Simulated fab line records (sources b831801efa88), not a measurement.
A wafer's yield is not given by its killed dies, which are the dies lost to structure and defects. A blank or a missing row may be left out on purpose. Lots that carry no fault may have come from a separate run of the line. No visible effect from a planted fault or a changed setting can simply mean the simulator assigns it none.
The tool behind it: which one? | flow gf180mcu | 7 lots, 21 wafers sampled, at 1 step of a route of 602

WHAT THE GAUGES READ, wafer by wafer
GF_V1_OVL_MEAS_15.
lot  | measured     | on         | V1_OVL (nm)
L130 | day 19 02:23 | overlay-01 | -7 -9 -9
L135 | day 21 08:03 | overlay-01 | 4 6 12
L138 | day 22 10:52 | overlay-01 | 2 4 2
L140 | day 23 03:31 | overlay-02 | 3 6 -2
L146 | day 25 00:36 | overlay-01 | -6 3 -8
L148 | day 25 10:10 | overlay-01 | -1 10 3
L150 | day 26 03:02 | overlay-02 | -1 1 3

WHICH TOOL RAN EACH LOT (tool, then ch and the chambers of the sampled wafers, then the start)
The record shows no process step preceding these readings.

THE ANSWER, worked out from the rows above alone
Rule: the usual values come from the lots themselves. The widest of any qualifying gaps counts: lots, ordered by their means at a reading, are off when they make up no more than a third of the lots, leave a main group of 4 or more, and stand apart from it by 3 or more times the standard deviation of that group's means. If all means in a main group match to the digits the tables above print for the reading, that group is not used. A lot without any number at a reading at which 4 lots or more have one is off too. Where the step has rows for the other lots, those lots are counted as sound.
No lot is off on any of the readings shown, so nothing can be concluded from this.

WHAT THE SIMULATOR HAD INSERTED
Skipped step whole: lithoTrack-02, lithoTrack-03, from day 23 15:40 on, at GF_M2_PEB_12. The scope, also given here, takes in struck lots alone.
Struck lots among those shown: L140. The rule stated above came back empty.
